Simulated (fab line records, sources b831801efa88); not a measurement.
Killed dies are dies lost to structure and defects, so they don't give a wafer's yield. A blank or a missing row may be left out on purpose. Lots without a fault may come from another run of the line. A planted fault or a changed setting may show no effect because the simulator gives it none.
fab line records | flow sky130
record lots=6 wafers=18 last_day=49
route steps=708 shown VIA1@472 METAL2@483 VIA2@507 PAD_OPEN@708
lots that met no fault: from a run of the same line without faults
start_h: hours from the record's first day to the start of the lot's first wafer shown | wait_h: hours since the lot's step before | " the same as in the row above | L1.1+2: a row that stands for several wafers | - no value, or no start given | * or withheld: withheld | < > ~ a bound
route shown NAME@n: a module of which the file shows steps, and the number in the route of the first | usual: mean/standard deviation of fault-free wafers | same: alike in all rows | chamber/n: place in a boat | sites: the reading at each site | _std_site: their standard deviation | _edge_site: outer sites' mean less inner sites' | radius_mm: how far each site lies from the wafer's centre | mask NAME#n: copy n | behind: the tool/chamber that last shaped the wafer | hold: why the lot was held/for how many hours/how that ended | device: the transistor (n, p or np) that didn't switch | end of line: the same wafers' tests at the end of the route | a step without rows: its recipe alone | killed: dies lost to structure and defects at the first sort, not the wafer's yield | map: a wafer's dies, x killed, . not, _ none there
set.NAME: the setting as run; set.NAME@STEP: as run at that earlier step | model.NAME: the simulator's own value behind a step, which no gauge read
lots at some steps of the route; a table a step, a row a wafer
services: from which hour (start_h, from the record's first day; less than 0 if before it) a tool's chamber was out of use, for how many hours, and why
## steps
# step SKY_VIA1_ETCH_14
# recipe chemistry=N2/H2 target=BARC ion_energy_ev=200 source_w=500 bias_w=100 pressure_mtorr=30 n2_flow_sccm=100 h2_flow_sccm=200 stop_on=SiO2 time_s=45.9 target_depth_a=600
# step SKY_VIA1_ETCH_15
# recipe target=SiO2 chemistry=C4F8/O2/Ar target_depth_nm=351 stop_on=TiN mask_material=KrF-thick source_w=1500 bias_w=1200 pressure_mtorr=40 c4f8_flow_sccm=withheld O2_flow_sccm=6 Ar_flow_sccm=300 time_s=54
# usual bias_w=1200/3.6 oes_product_au=0.981/0.0057 rf_fwd_power_W=1489/5.4
# same time_s=54
# columns lot.wafer tool chamber start_h wait_h bias_w oes_product_au rf_fwd_power_W rf_hours_counter_h
L333.2 rie_diel-02 3 802.79 0.0 1200 0.975 1494 9
L333.3 " 0 " " 1198 0.978 1493 2
L333.4 " 2 " " 1191 0.986 1490 24
L337.4 rie_diel-04 1 814.50 0.0 1198 0.987 1490 9
L337.5 " 0 " " 1196 0.983 1498 -
L337.6 " 3 " " 1201 0.982 1498 -
L339.1 rie_diel-02 2 846.42 0.0 1197 0.982 1479 25
L339.5 " 0 " " 1197 0.974 1483 -
L339.6 " 1 " " 1196 0.983 1487 -
L341.1 rie_diel-01 1 855.27 0.0 1198 0.991 1497 1
L341.2 " 3 " " 1203 0.979 1491 5
L341.6 " 2 " " 1199 0.980 1487 -
L350.2 rie_diel-04 2 921.94 0.0 1203 0.979 1485 15
L350.4 " 3 " " 1203 0.982 1487 17
L350.6 " 3 " " 1201 0.981 1490 -
L351.2 rie_diel-04 2 930.04 0.0 1200 0.984 1485 15
L351.4 " 0 " " 1203 0.991 1493 6
L351.5 " 2 " " 1198 0.991 1488 -
# step SKY_VIA1_STRIP_16
# recipe chemistry=O2/N2 power_w=1400 pressure_mtorr=1500 platen_temp_c=withheld o2_flow_sccm=3000 n2_flow_sccm=300 overash_fraction=0.5
# step SKY_VIA1_STRIP_17
# recipe chemistry=post_etch_residue_remover time_s=1200 temp_c=72.5
# step SKY_VIA1_CLEAN_18
# recipe chemistry=IPA time_s=180 temp_c=25
# step SKY_VIA1_CLEAN_19
# recipe chemistry=O3/DIW dry=n2_spin
# step SKY_VIA1_SPUTTER_20
# recipe material=TiN target_thk_nm=20 chamber_pressure_pa=5 power_w=4000 time_s=80
# usual throttle_valve_pct=29.9/0.68
# same time_s=80
# columns lot.wafer tool chamber start_h wait_h throttle_valve_pct
L333.2 pvd_sputter-02 - 803.43 0.0 31.7
L333.3 " - " " 30.4
L333.4 " - " " 30.8
L337.4 pvd_sputter-02 - 815.15 0.0 29.8
L337.5 " - " " 31.5
L337.6 " - " " 31.0
L339.1 pvd_sputter-04 - 847.06 0.0 28.9
L339.5 " - " " 28.8
L339.6 " - " " 30.3
L341.1 pvd_sputter-01 - 856.39 0.0 29.7
L341.2 " - " " 29.4
L341.6 " - " " 29.5
L350.2 pvd_sputter-01 - 922.58 0.0 30.1
L350.4 " - " " 29.3
L350.6 " - " " 29.4
L351.2 pvd_sputter-02 - 930.71 0.0 31.6
L351.4 " - " " 31.1
L351.5 " - " " 30.6
# step SKY_VIA1_CVD_21
# recipe material=W target_thk_nm=270 time_s=80.902 temp_c=400 pressure_torr=40
# step SKY_VIA1_RS_MEAS_22
# recipe thk_meas_gauge=four-point-probe reads=W_of_VIA1_CVD_21+TiN_of_VIA1_SPUTTER_20
# usual VIA1_W_RS=0.427/0.0055
# columns lot.wafer tool chamber start_h wait_h VIA1_W_RS[ohm/sq]
L333.2 film_metro-04 - 803.61 0.1 0.428
L333.3 " - " " 0.425
L333.4 " - " " 0.425
L337.4 film_metro-02 - 815.37 0.1 0.432
L337.5 " - " " 0.427
L337.6 " - " " 0.426
L339.1 film_metro-03 - 847.22 0.1 0.442
L339.5 " - " " 0.426
L339.6 " - " " 0.436
L341.1 film_metro-04 - 856.54 0.1 0.421
L341.2 " - " " 0.421
L341.6 " - " " 0.422
L350.2 film_metro-03 - 922.75 0.1 0.424
L350.4 " - " " 0.421
L350.6 " - " " 0.426
L351.2 film_metro-03 - 930.88 0.1 0.429
L351.4 " - " " 0.431
L351.5 " - " " 0.429
# step SKY_VIA1_THK_MEAS_23
# recipe thk_meas_gauge=xrf reads=W_of_VIA1_CVD_21
# usual VIA1_W_THK=273/4.3
# columns lot.wafer tool chamber start_h wait_h VIA1_W_THK[nm]
L333.2 film_metro-04 - 803.72 0.1 273
L333.3 " - " " 274
L333.4 " - " " 273
L337.4 film_metro-02 - 815.46 0.1 274
L337.5 " - " " 276
L337.6 " - " " 278
L339.1 film_metro-03 - 847.34 0.1 260
L339.5 " - " " 273
L339.6 " - " " 265
L341.1 film_metro-04 - 856.66 0.1 279
L341.2 " - " " 278
L341.6 " - " " 278
L350.2 film_metro-03 - 922.86 0.1 271
L350.4 " - " " 272
L350.6 " - " " 272
L351.2 film_metro-03 - 930.99 0.1 269
L351.4 " - " " 269
L351.5 " - " " 268
# step SKY_VIA1_CMP_24
# recipe stop_on=SiO2 t_overpolish_s=15 down_force_psi=3.5 platen_rpm=60 target_thk_nm=0 pad_velocity_m_s=0.94248
# usual head_pressure_psi=3.500/0.0077 motor_current_A=11.1/0.83 overpolish_run_s=15.001/0.01 time_to_endpoint_s=62/3.4
# columns lot.wafer tool chamber start_h wait_h head_pressure_psi motor_current_A overpolish_run_s time_to_endpoint_s
L333.4 cmp-02 2 803.86 0.1 3.497 10.4 14.993 58
L333.3 " 3 " " 3.510 11.5 15.002 62
L333.2 " 1 " " 3.493 12.0 15.005 63
L337.4 cmp-02 1 815.54 0.1 3.511 11.9 14.997 66
L337.6 " 0 " " 3.498 9.9 15.019 68
L337.5 " 1 " " 3.512 11.4 15.022 65
L339.1 cmp-02 3 847.40 0.1 3.511 12.1 15.002 58
L339.5 " 3 " " 3.509 11.8 14.989 62
L339.6 " 0 " " 3.494 10.7 15.016 62
L341.2 cmp-02 1 856.72 0.0 3.493 11.5 14.983 67
L341.1 " 2 " " 3.507 10.4 15.004 57
L341.6 " 1 " " 3.492 12.3 14.993 61
L350.4 cmp-02 3 922.96 0.1 3.493 11.9 15.008 61
L350.2 " 1 " " 3.501 12.0 15.017 64
L350.6 " 3 " " 3.490 11.9 15.003 59
L351.4 cmp-02 2 931.04 0.0 3.504 10.6 15.006 57
L351.2 " 0 " " 3.494 10.2 15.015 61
L351.5 " 3 " " 3.492 12.0 14.990 61
# step SKY_METAL2_SPUTTER_00
# recipe material=Ti target_thk_nm=15 power_w=3000 time_s=10 chamber_pressure_pa=0.4
# step SKY_METAL2_SPUTTER_01
# recipe material=TiN target_thk_nm=20 power_w=6500 time_s=16.7 chamber_pressure_pa=0.4
# usual throttle_valve_pct=29.5/0.96
# same time_s=16.7
# columns lot.wafer tool chamber start_h wait_h throttle_valve_pct
L333.2 pvd_sputter-03 - 804.19 0.0 29.0
L333.3 " - " " 28.9
L333.4 " - " " 28.8
L337.4 pvd_sputter-03 - 815.81 0.0 28.5
L337.5 " - " " 28.7
L337.6 " - " " 28.4
L339.1 pvd_sputter-03 - 847.72 0.0 28.8
L339.5 " - " " 28.6
L339.6 " - " " 28.6
L341.1 pvd_sputter-04 - 857.05 0.0 29.1
L341.2 " - " " 30.6
L341.6 " - " " 30.6
L350.2 pvd_sputter-04 - 923.24 0.0 30.3
L350.4 " - " " 29.6
L350.6 " - " " 28.9
L351.2 pvd_sputter-04 - 931.37 0.0 29.0
L351.4 " - " " 28.9
L351.5 " - " " 29.5
# step SKY_METAL2_SPUTTER_02
# recipe material=AlCu target_thk_nm=250 power_w=10600 time_s=13.3 chamber_pressure_pa=0.4
# step SKY_METAL2_SPUTTER_03
# recipe material=Ti target_thk_nm=5 power_w=3000 time_s=3.3 chamber_pressure_pa=0.4
# step SKY_METAL2_SPUTTER_04
# recipe material=TiN target_thk_nm=70 power_w=6500 time_s=58.3 chamber_pressure_pa=0.4
# usual throttle_valve_pct=29.6/0.97
# same time_s=58.3
# columns lot.wafer tool chamber start_h wait_h throttle_valve_pct
L333.2 pvd_sputter-03 - 804.25 0.0 28.8
L333.3 " - " " 28.7
L333.4 " - " " 28.6
L337.4 pvd_sputter-03 - 815.88 0.0 28.5
L337.5 " - " " 28.6
L337.6 " - " " 28.9
L339.1 pvd_sputter-03 - 847.79 0.0 28.5
L339.5 " - " " 28.9
L339.6 " - " " 28.6
L341.1 pvd_sputter-04 - 857.12 0.0 28.8
L341.2 " - " " 30.7
L341.6 " - " " 30.5
L350.2 pvd_sputter-04 - 923.30 0.0 30.1
L350.4 " - " " 29.5
L350.6 " - " " 29.0
L351.2 pvd_sputter-04 - 931.44 0.0 28.8
L351.4 " - " " 29.0
L351.5 " - " " 29.4
# step SKY_METAL2_RS_MEAS_05
# recipe thk_meas_gauge=four-point-probe reads=TiN_of_METAL2_SPUTTER_04+Ti_of_METAL2_SPUTTER_03+AlCu_of_METAL2_SPUTTER_02+TiN_of_METAL2_SPUTTER_01+Ti_of_METAL2_SPUTTER_00
# usual METAL2_ALCU_RS=0.1271/0.0019
# columns lot.wafer tool chamber start_h wait_h METAL2_ALCU_RS[ohm/sq]
L333.2 film_metro-04 - 804.32 0.0 0.1250
L333.3 " - " " 0.1242
L333.4 " - " " 0.1255
L337.4 film_metro-04 - 815.99 0.1 0.1250
L337.5 " - " " 0.1239
L337.6 " - " " 0.1251
L339.1 film_metro-01 - 847.84 0.0 0.1250
L339.5 " - " " 0.1260
L339.6 " - " " 0.1258
L341.1 film_metro-03 - 857.16 0.0 0.1296
L341.2 " - " " 0.1279
L341.6 " - " " 0.1273
L350.2 film_metro-03 - 923.37 0.0 0.1288
L350.4 " - " " 0.1304
L350.6 " - " " 0.1298
L351.2 film_metro-01 - 931.50 0.0 0.1265
L351.4 " - " " 0.1272
L351.5 " - " " 0.1279
# step SKY_METAL2_THK_MEAS_06
# recipe thk_meas_gauge=xrf reads=AlCu_of_METAL2_SPUTTER_02
# usual METAL2_ALCU_THK=252/3.6
# columns lot.wafer tool chamber start_h wait_h METAL2_ALCU_THK[nm]
L333.2 film_metro-04 - 804.43 0.1 253
L333.3 " - " " 254
L333.4 " - " " 252
L337.4 film_metro-04 - 816.08 0.1 254
L337.5 " - " " 258
L337.6 " - " " 254
L339.1 film_metro-01 - 847.96 0.1 255
L339.5 " - " " 254
L339.6 " - " " 254
L341.1 film_metro-03 - 857.28 0.1 245
L341.2 " - " " 250
L341.6 " - " " 252
L350.2 film_metro-03 - 923.48 0.1 249
L350.4 " - " " 247
L350.6 " - " " 247
L351.2 film_metro-01 - 931.61 0.1 251
L351.4 " - " " 251
L351.5 " - " " 251
# step SKY_METAL2_DEHYDRATE_07
# recipe temp_c=200 time_s=60
# step SKY_METAL2_HMDS_08
# recipe prime_time_s=60 prime_temp_c=120
# step SKY_METAL2_COAT_09
# recipe resist=BARC temp_c=withheld time_s=withheld spin_rpm=3000 resist_thk_nm=60
# step SKY_METAL2_COAT_10
# recipe resist=KrF-thick spin_rpm=3000 resist_thk_nm=450
# step SKY_METAL2_SOFTBAKE_11
# recipe temp_c=100 time_s=90 resist=KrF-thick
# step SKY_METAL2_EXPOSE_12
# recipe mask_id=MM2 na=0.8 source_shape=annular sigma_inner=0.55 sigma_outer=0.85 target_cd_nm=140 dose_mj=28
# step SKY_METAL2_PEB_13
# recipe peb_temp_c=withheld peb_time_s=withheld resist=KrF-thick
# step SKY_METAL2_DEVELOP_14
# recipe develop_time_s=60 resist=KrF-thick dev_temp_c=21
# step SKY_METAL2_CD_MEAS_15
# recipe target_cd_nm=140
# usual cd_nm=140.2/1.4
# columns lot.wafer tool chamber start_h wait_h cd_nm
L333.2 cd_sem-01 - 830.96 - 138.9
L333.3 " - " " 138.1
L333.4 " - " " 140.2
L337.4 cd_sem-02 - 842.96 - 140.2
L337.5 " - " " 142.2
L337.6 " - " " 141.6
L339.1 cd_sem-02 - 874.77 - 139.4
L339.5 " - " " 138.2
L339.6 " - " " 138.9
L341.1 cd_sem-01 - 884.30 - 140.5
L341.2 " - " " 140.3
L341.6 " - " " 140.9
L350.2 cd_sem-02 - 948.86 - 140.6
L350.4 " - " " 141.0
L350.6 " - " " 141.3
L351.2 cd_sem-01 - 955.74 - 143.1
L351.4 " - " " 141.1
L351.5 " - " " 140.4
# step SKY_METAL2_OVL_MEAS_16
# usual METAL2_OVL=0/5.1
# columns lot.wafer tool chamber start_h wait_h METAL2_OVL[nm]
L333.2 overlay-01 - 831.07 0.1 6
L333.3 " - " " -7
L333.4 " - " " 5
L337.4 overlay-02 - 843.04 0.1 12
L337.5 " - " " 6
L337.6 " - " " 4
L339.1 overlay-02 - 874.89 0.1 6
L339.5 " - " " -5
L339.6 " - " " 13
L341.1 overlay-01 - 884.42 0.1 -4
L341.2 " - " " -4
L341.6 " - " " -3
L350.2 overlay-02 - 948.97 0.1 0
L350.4 " - " " 3
L350.6 " - " " 2
L351.2 overlay-01 - 955.85 0.1 6
L351.4 " - " " -1
L351.5 " - " " 1
# step SKY_METAL2_DESCUM_17
# recipe chemistry=O2 source_power_w=150 bias_power_w=0 pressure_mtorr=10 temp_c=40 time_s=8
# step SKY_METAL2_ETCH_18
# recipe chemistry=N2/H2 target=BARC ion_energy_ev=200 bias_w=100 pressure_mtorr=30 n2_flow_sccm=100 h2_flow_sccm=200 icp_w=500 stop_on=SiO2 time_s=45.9 target_depth_a=600
# step SKY_METAL2_METAL_ETCH_19
# recipe target_depth_a=3600 stop_on=SiO2 over_etch_frac=0.3 time_s=78 chemistry=Cl2/BCl3 resist_sidewall_deg=88 pressure_mtorr=10 icp_w=900 bias_w=48.5 Cl2_flow_sccm=60 bcl3_flow_sccm=30
# step SKY_METAL2_STRIP_20
# recipe chemistry=O2/N2 power_w=1400 pressure_mtorr=1500 platen_temp_c=withheld o2_flow_sccm=3000 n2_flow_sccm=300 overash_fraction=0.5
# step SKY_METAL2_STRIP_21
# recipe chemistry=post_etch_residue_remover time_s=1200 temp_c=72.5
# step SKY_METAL2_CLEAN_22
# recipe chemistry=IPA time_s=180 temp_c=25
# step SKY_METAL2_CLEAN_23
# recipe chemistry=O3/DIW dry=n2_spin
# step SKY_VIA2_HDPCVD_00
# recipe material=SiO2 target_thk_nm=1180 sigma_open_frac=0.3 time_s=196.7 temp_c=400 sih4_flow_sccm=60 pressure_mtorr=6
# step SKY_VIA2_THK_MEAS_01
# recipe reads=SiO2_of_VIA2_HDPCVD_00
# usual VIA2_HDPCVD_THK=1176/14
# columns lot.wafer tool chamber start_h wait_h VIA2_HDPCVD_THK[nm]
L333.2 film_metro-01 - 832.20 0.1 1160
L333.3 " - " " 1187
L333.4 " - " " 1198
L337.4 film_metro-01 - 844.00 0.0 1195
L337.5 " - " " 1215
L337.6 " - " " 1208
L339.1 film_metro-01 - 875.90 0.1 1165
L339.5 " - " " 1147
L339.6 " - " " 1149
L341.1 film_metro-04 - 885.36 0.1 1189
L341.2 " - " " 1175
L341.6 " - " " 1184
L350.2 film_metro-01 - 949.92 0.1 1179
L350.4 " - " " 1183
L350.6 " - " " 1180
L351.2 film_metro-04 - 956.93 0.1 1203
L351.4 " - " " 1200
L351.5 " - " " 1189
# step SKY_VIA2_CMP_02
# recipe material=SiO2 down_force_psi=4 platen_rpm=60 pad_velocity_m_s=0.94248
# usual head_pressure_psi=4.001/0.0089 motor_current_A=12.2/0.99
# columns lot.wafer tool chamber start_h wait_h head_pressure_psi motor_current_A
L333.3 cmp-02 3 832.25 0.0 3.992 12.3
L333.4 " 0 " " 4.002 12.0
L333.2 " 1 " " 3.997 13.0
L337.4 cmp-01 2 844.03 0.0 3.986 13.4
L337.5 " 2 " " 3.992 13.8
L337.6 " 3 " " 4.006 13.0
L339.1 cmp-01 1 876.01 0.1 4.027 11.8
L339.6 " 0 " " 4.003 10.4
L339.5 " 1 " " 3.996 13.0
L341.2 cmp-02 1 885.42 0.0 3.985 13.5
L341.1 " 0 " " 4.006 10.6
L341.6 " 2 " " 4.000 11.3
L350.4 cmp-02 2 950.04 0.1 4.012 11.3
L350.2 " 0 " " 3.999 10.7
L350.6 " 1 " " 4.001 13.3
L351.4 cmp-01 3 957.15 0.2 4.000 11.9
L351.2 " 0 " " 4.003 10.3
L351.5 " 0 " " 4.001 11.1
# step SKY_VIA2_BOW_MEAS_03
# recipe mode=bow
# usual VIA2_BOW=87/6.9
# columns lot.wafer tool chamber start_h wait_h VIA2_BOW[um]
L333.2 film_metro-01 - 832.57 0.2 91
L333.3 " - " " 93
L333.4 " - " " 86
L337.4 film_metro-04 - 844.39 0.3 96
L337.5 " - " " 81
L337.6 " - " " 82
L339.1 film_metro-01 - 876.26 0.2 94
L339.5 " - " " 90
L339.6 " - " " 98
L341.1 film_metro-01 - 885.72 0.1 77
L341.2 " - " " 75
L341.6 " - " " 81
L350.2 film_metro-02 - 950.31 0.1 77
L350.4 " - " " 76
L350.6 " - " " 84
L351.2 film_metro-01 - 957.47 0.2 88
L351.4 " - " " 85
L351.5 " - " " 85
# step SKY_VIA2_DEHYDRATE_04
# recipe temp_c=200 time_s=60
# step SKY_VIA2_HMDS_05
# recipe prime_time_s=60 prime_temp_c=120
# step SKY_VIA2_COAT_06
# recipe resist=BARC temp_c=withheld time_s=withheld spin_rpm=3000 resist_thk_nm=60
# step SKY_PAD_OPEN_PROBE_99
# usual defect_limited_yield=82.3/2 killed_at_M0_to_M3=43/7 killed_at_M4_up=3.5/1.9 killed_at_contacts=24/5.3 killed_at_front_end=15/4.4 killed_at_other=0.3/0.69 killed_dies=87/9.7 killed_open=48/7 killed_short=39/6.4 sort_bin_3_pad_short=0.9/0.46 sort_bin_5_function=10.5/1.4 sort_bin_6_memory=6.3/1.2 sort_n_pass=405/9.7 sort_yield_pct=82.3/2
# same gross_dies=492 killed_at_back_side=0 sort_bin_4_leakage[%]=0 sort_bin_8_speed[%]=0
# columns lot.wafer tool chamber start_h wait_h defect_limited_yield[%] killed_at_M0_to_M3 killed_at_M4_up killed_at_contacts killed_at_front_end killed_at_other killed_dies killed_open killed_short sort_bin_3_pad_short[%] sort_bin_5_function[%] sort_bin_6_memory[%] sort_n_pass sort_yield_pct[%] model.etest.tester.sort_n_pass model.etest.tester.sort_yield_pct model.etest.tester.sort_bin_5_pct model.etest.tester.sort_bin_3_pct
L337.4 prober-01 - 1102.54 0.2 81.5 40 4 25 21 1 91 51 39 0 11.8 6.7 401 81.5 401 81.5 11.79 0
L337.5 prober-01 - 1102.59 0.2 83.3 43 2 25 12 0 82 47 35 0.4 9.8 6.5 410 83.3 410 83.33 9.756 0.4065
L337.6 prober-01 - 1102.64 0.2 84.1 49 2 16 11 0 78 42 36 0.4 8.1 7.3 414 84.1 414 84.15 8.13 0.4065
L339.1 prober-01 - 1118.23 0.1 81.3 51 5 23 13 0 92 52 40 1.2 9.3 8.1 400 81.3 400 81.3 9.35 1.22
L339.5 prober-01 - 1118.43 0.2 82.9 36 3 27 18 0 84 44 40 1.2 10.0 5.9 408 82.9 408 82.93 9.959 1.22
L339.6 prober-01 - 1118.48 0.2 82.1 48 3 27 10 0 88 50 38 1.2 9.3 7.3 404 82.1 404 82.11 9.35 1.22
L341.1 prober-01 - 1124.37 0.1 81.9 50 2 30 7 0 89 44 44 1.0 11.0 6.1 403 81.9 403 81.91 10.98 1.016
L341.2 prober-01 - 1124.42 0.1 83.9 42 3 24 9 1 79 37 42 1.0 9.3 5.7 413 83.9 413 83.94 9.35 1.016
L341.6 prober-01 - 1124.62 0.2 85.4 37 3 20 12 0 72 35 37 0.8 8.1 5.7 420 85.4 420 85.37 8.13 0.813
L350.2 prober-01 - 1171.42 0.1 75.8 76 0 22 21 0 119 38 37 2.6 12.6 8.9 373 75.8 373 75.81 12.6 2.642
L350.4 prober-01 - 1171.52 0.2 77.2 77 2 24 9 0 112 42 26 1.8 15.0 5.9 380 77.2 380 77.24 15.04 1.829
L350.6 prober-01 - 1171.62 0.2 81.7 48 2 25 15 0 90 38 38 1.0 10.4 6.9 402 81.7 402 81.71 10.37 1.016
L351.2 prober-02 - 1176.77 0.1 81.3 54 3 26 9 0 92 44 34 1.0 10.2 7.5 400 81.3 400 81.3 10.16 1.016
L351.4 prober-02 - 1176.87 0.2 76.6 88 2 15 10 0 115 37 32 2.2 14.6 6.5 377 76.6 377 76.63 14.63 2.236
L351.5 prober-02 - 1176.92 0.2 75.6 84 6 15 15 0 120 41 32 2.0 14.0 8.3 372 75.6 372 75.61 14.02 2.033
# killed by level:class
L337.4 CONTACT:geometric_particle:open=10 VIA1:geometric_particle:open=10 FIELD_ISO:geometric_particle:open=7 VIA2:geometric_particle:open=7 METAL2:geometric_particle:short=6 FIELD_ISO:geometric_particle:short=5 LI_CONTACT:geometric_particle:open=5 CONTACT:geometric_particle:short=5
L337.5 LI_CONTACT:geometric_particle:open=10 VIA1:geometric_particle:open=9 VIA2:geometric_particle:open=8 CONTACT:geometric_particle:open=7 METAL1:geometric_particle:short=6 METAL2:geometric_particle:short=5 POLY_GATE:geometric_particle:short=4 CONTACT:geometric_particle:short=4
L337.6 VIA2:geometric_particle:open=12 VIA1:geometric_particle:open=9 CONTACT:geometric_particle:open=7 VIA2:geometric_particle:short=6 METAL2:geometric_particle:short=5 METAL1:geometric_particle:short=5 LOCAL_INTERCONNECT:geometric_particle:short=4 VIA1:geometric_particle:short=4
L339.1 VIA3:geometric_particle:open=11 CONTACT:geometric_particle:open=10 VIA1:geometric_particle:open=9 LI_CONTACT:geometric_particle:open=7 METAL2:geometric_particle:short=7 FIELD_ISO:geometric_particle:open=5 FIELD_ISO:geometric_particle:short=5 METAL3:geometric_particle:short=5
L339.5 CONTACT:geometric_particle:open=15 VIA1:geometric_particle:open=7 LI_CONTACT:geometric_particle:open=6 FIELD_ISO:geometric_particle:short=5 METAL1:geometric_particle:short=5 METAL2:geometric_particle:short=5 VIA2:geometric_particle:open=4 VIA3:geometric_particle:open=4
L339.6 LI_CONTACT:geometric_particle:open=8 CONTACT:geometric_particle:open=8 VIA1:geometric_particle:open=8 VIA3:geometric_particle:open=8 FIELD_ISO:geometric_particle:open=6 METAL1:geometric_particle:short=6 VIA2:geometric_particle:open=5 VIA3:geometric_particle:short=5
L341.1 CONTACT:geometric_particle:open=9 LI_CONTACT:geometric_particle:open=8 VIA3:geometric_particle:open=8 METAL3:geometric_particle:short=7 METAL1:geometric_particle:short=7 VIA1:geometric_particle:short=7 VIA2:geometric_particle:open=5 VIA1:geometric_particle:open=5
L341.2 VIA1:geometric_particle:open=10 CONTACT:geometric_particle:open=8 METAL1:geometric_particle:short=6 VIA1:geometric_particle:short=6 FIELD_ISO:geometric_particle:short=5 LI_CONTACT:geometric_particle:short=4 LI_CONTACT:geometric_particle:open=4 LOCAL_INTERCONNECT:geometric_particle:short=4
L341.6 CONTACT:geometric_particle:open=9 VIA1:geometric_particle:open=8 METAL1:geometric_particle:short=7 CONTACT:geometric_particle:short=5 POLY_GATE:geometric_particle:open=4 VIA3:geometric_particle:short=4 VIA3:geometric_particle:open=4 FIELD_ISO:geometric_particle:short=3
L350.2 METAL2:unspecified=44 FIELD_ISO:geometric_particle:short=8 LI_CONTACT:geometric_particle:open=7 CONTACT:geometric_particle:open=7 METAL1:geometric_particle:short=5 VIA2:geometric_particle:open=5 VIA3:geometric_particle:open=5 POLY_GATE:geometric_particle:short=4
L350.4 METAL2:unspecified=44 CONTACT:geometric_particle:open=10 VIA1:geometric_particle:open=9 VIA3:geometric_particle:open=8 METAL1:geometric_particle:short=7 LI_CONTACT:geometric_particle:open=6 CONTACT:geometric_particle:short=5 FIELD_ISO:geometric_particle:open=3
L350.6 METAL2:unspecified=14 LI_CONTACT:geometric_particle:open=9 METAL1:geometric_particle:short=8 VIA1:geometric_particle:open=8 LOCAL_INTERCONNECT:geometric_particle:short=7 VIA3:geometric_particle:open=5 FIELD_ISO:geometric_particle:open=4 METAL2:geometric_particle:short=4
L351.2 METAL2:unspecified=14 CONTACT:geometric_particle:open=12 VIA1:geometric_particle:open=11 METAL2:geometric_particle:short=7 LI_CONTACT:geometric_particle:open=6 METAL1:geometric_particle:short=6 VIA2:geometric_particle:open=5 FIELD_ISO:geometric_particle:short=4
L351.4 METAL2:unspecified=46 VIA1:geometric_particle:open=9 VIA1:geometric_particle:short=6 VIA3:geometric_particle:open=6 LI_CONTACT:geometric_particle:open=5 CONTACT:geometric_particle:open=5 FIELD_ISO:geometric_particle:short=4 VIA3:geometric_particle:short=4
L351.5 METAL2:unspecified=47 VIA1:geometric_particle:open=14 FIELD_ISO:geometric_particle:open=6 LI_CONTACT:geometric_particle:open=5 METAL4:geometric_particle:short=5 VIA1:geometric_particle:short=4 LOCAL_INTERCONNECT:geometric_particle:short=3 FIELD_ISO:geometric_particle:short=3
# map L350.2 (x killed, . not)
__________.........._________
________x.....x.x....._______
______x.x.x..x.........._____
_____..xxx.x...xx.x......____
____xxxxxxxxx....x.x..x...___
___..xxxxxxxx..x...x...x...__
__..xxxxxxxx.x.x....x......._
_.xx.xxxxxxxx......x........x
_....x.xxxx.xxx.......x.x.x..
_......xx..x......x..........
_..xx...........x.x..x.xx..x.
_......x........x............
_...........xx............x..
_.x..................xx..x...
_..x..x.x...................x
__.xxx.x.........xx...x....._
___...x.........x.xx.......__
____.x....x......x........___
_____......x.....xx......____
______.x..........x....._____
________........x.x.x._______
__________.......x.._________
# map L351.5 (x killed, . not)
__________...x......_________
________..x...x.x....._______
______xx..........x....._____
_____..................x.____
____.....x.........x..x...___
___..x.x......x.......x.x..__
__...x.x...........x.......x_
_...x.............x..xxxx....
_...........x.....xxxx.x.....
_..............xxxxxxxxxx.x..
_xxx.xx......x.xxxxxxxxx.x...
_x....x.x.......xxxxxxxxxx.x.
_....x....xx.xxx.xxxxxx...x..
_...x...x.x......xxxxxx..x...
_.................x.x...x...x
__...x...........x.........._
___....x.........x....x....__
____.x..................x.___
_____..........x...x.x.x.____
______..x.x...xx........_____
________x.....x......x_______
__________....x....x_________
## services
# columns tool chamber start_h hours kind
cmp-01 - 779.22 39.5 repair
pvd_sputter-03 3 794.77 - consumable_replace:kit
pvd_sputter-03 3 794.77 18.0 scheduled_down
pvd_sputter-03 3 794.77 18.0 vent_cycle
pvd_sputter-03 - 806.33 1.3 repair
rie_diel-02 - 806.53 0.3 repair
rie_diel-01 - 809.90 1.2 repair
cmp-01 - 818.76 6.6 pm
cmp-02 - 825.40 4.7 pm
cmp-01 - 837.35 2.5 repair
rie_diel-04 0 847.07 4.2 repair
rie_diel-04 2 848.56 9.2 repair
cmp-02 - 854.77 0.2 repair
pvd_sputter-02 - 860.05 1.9 repair
rie_diel-01 - 874.43 2.0 repair
rie_diel-01 - 876.44 0.3 repair
cmp-01 - 913.19 4.0 pm
pvd_sputter-01 - 916.38 1.0 repair
rie_diel-01 1 927.77 21.2 repair
cmp-01 - 938.44 2.2 repair
rie_diel-01 3 943.23 8.3 repair
pvd_sputter-04 0 949.25 - consumable_replace:kit
pvd_sputter-04 0 949.25 18.0 scheduled_down
pvd_sputter-04 0 949.25 18.0 vent_cycle
## key
first_sign step=SKY_PAD_OPEN_PROBE_99 reading=killed_at_M0_to_M3 direction=up sigmas=4 usual=43 struck=71 wafers_moved=4
effect step=SKY_PAD_OPEN_PROBE_99 reading=sort_n_pass direction=down sigmas=2.2 usual=405 struck=384 wafers_moved=4
model_effect step=SKY_PAD_OPEN_PROBE_99 value=etest.tester.sort_n_pass without=415 struck=384
met_at SKY_METAL2_SPUTTER_01
struck_wafers L350.2,L350.4,L350.6,L351.2,L351.4,L351.5
onset_between 857.05 923.24
also_fits time
fault kind=chamber_particle_source tool=pvd_sputter-04 chamber=- onset_h=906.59 steps=SKY_METAL2_SPUTTER_01 rate_per_visit_cm2=0.4157 end_h=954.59
